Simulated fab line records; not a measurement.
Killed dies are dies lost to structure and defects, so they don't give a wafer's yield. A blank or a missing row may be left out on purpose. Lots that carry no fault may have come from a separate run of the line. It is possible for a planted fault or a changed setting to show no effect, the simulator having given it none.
A struck lot beside a sound one | flow sky130 | 15 out of 708 route steps
Sound: these wafers, L638.2, L638.3, L638.5. Wafers L659.3, L659.4, L659.6 were the ones struck. The cause is given at the end.
At each step with rows: each side's tool, then ch and its chambers, then its first start. Under that, the readings that differ: sound wafers | struck wafers | difference of the means | sigmas: that difference in standard deviations of wafers without a fault.
alike: words and numbers the same on both sides, and readings whose means are apart by under 2 such deviations; not compared: readings that were withheld, readings missing a value for some wafer, numbers with overlapping values and no deviation given by the record, and bounds like >300 which may hide the same value.
The two part at a step that has a row with sigmas, a row that says differs or no value, or rows on one side only. When numbers do not overlap yet have no deviation, they are printed without sigmas and do not part them. A reading missing from all wafers of one side parts the sides only when that side holds two or more wafers.

SKY_SPACER_ETCHBACK_02: etches Si3N4 in CH3F/O2, stops on SiO2, time 46.7 s, target depth 45 nm.
  sound on rieDiel-02 ch 0,1,3, day 23 07:00; struck on rieDiel-01 ch 0,1,3, day 30 02:56
  alike: biasW, drypumpMotorCurrentA, oesProductAu, throttleValvePct
  not compared: rfHoursCounterH
then, 8 steps without rows for these wafers: SKY_POLY_CUT_DEHYDRATE_00 (time 60 s); SKY_POLY_CUT_HMDS_01 (prime time 60 s); SKY_POLY_CUT_COAT_02 (resist thk 60 nm); SKY_POLY_CUT_COAT_03 (resist thk 450 nm); SKY_POLY_CUT_SOFTBAKE_04 (time 90 s); SKY_POLY_CUT_EXPOSE_05 (exposes mask NPCM, target cd 270 nm); SKY_POLY_CUT_PEB_06; SKY_POLY_CUT_DEVELOP_07 (develop time 60 s).
SKY_POLY_CUT_CD_MEAS_08: the cd target is 270 nm.
  sound on cdSem-02 at day 24 12:46; struck on cdSem-02 at day 31 06:56
reading   | sound             | struck            | difference | sigmas
cdNm (nm) | 269.1 268.7 268.7 | 273.2 271.3 272.3 | +3.4       | +2
SKY_POLY_CUT_OVL_MEAS_09:
  sound on overlay-02 at day 24 12:52; struck on overlay-01 at day 31 07:01
  alike: POLY_CUT_OVL
SKY_POLY_CUT_ETCH_10: etches BARC in N2/H2, stops on SiO2, time 45.9 s, target depth 60 nm.
  sound on rieDiel-04 ch 2,3, day 24 12:53; struck on rieDiel-03 ch 0,3, day 31 07:02
reading                  | sound       | struck      | difference | sigmas
drypumpMotorCurrentA (A) | 5.1 5.6 5.1 | 6.1 6.1 6.3 | +0.9       | +2
  alike: biasW, chamberPressureMTorr, oesProductAu, throttleValvePct
  not compared: rfHoursCounterH
SKY_POLY_CUT_ETCH_11: etches Si3N4 in CF4/CH2F2/Ar, stops on poly-Si, time 42.5 s, target depth 60 nm.
  sound on rieDiel-04 ch 2,3, day 24 12:56; struck on rieDiel-03 ch 0,3, day 31 07:05
  no value came back on the struck wafers for any of 5 readings (biasW (W), cf4FlowSccm (sccm) and others); on the sound wafers biasW (W) reads 150.1 150.1 149.9
  not compared: rfHoursCounterH
SKY_POLY_CUT_STRIP_12: strips in O2/N2.
  sound on plasmaAsher-01 ch 0,1, day 24 12:59; struck on plasmaAsher-01 ch 0,1, day 31 07:10
reading                  | sound             | struck            | difference | sigmas
stripTimeToEndpointS (s) | 5.386 5.378 5.386 | 5.329 5.361 5.335 | -0.042     | -2
  alike: drypumpMotorCurrentA, oesProductAu
  not compared: rfHoursCounterH
-- here the record skips 19 days between the struck wafers' starts before and after, leaving off in module POLY_CUT and picking up in module PAD_OPEN (first step shown: number 708 of the route) --
SKY_PAD_OPEN_PROBE_99:
  sound on prober-02 at day 46 00:33; struck on prober-01 at day 50 13:43
reading          | sound    | struck      | difference | sigmas
killedAtFrontEnd | 11 18 17 | 428 424 412 | +406       | +94
killedDies       | 74 90 93 | 492 492 492 | +406       | +41
killedOnRim      | 14 16 21 | 96 96 96    | +79        | +20
  alike: killed_at_M0_to_M3, killed_at_M4_up, killedAtContacts, killedAtOther, killedOpen, killedShort

## WHERE THEY PART
Last at SKY_PAD_OPEN_PROBE_99 as far as this record goes, first at SKY_POLY_CUT_CD_MEAS_08.

WHY: what the simulator had put in
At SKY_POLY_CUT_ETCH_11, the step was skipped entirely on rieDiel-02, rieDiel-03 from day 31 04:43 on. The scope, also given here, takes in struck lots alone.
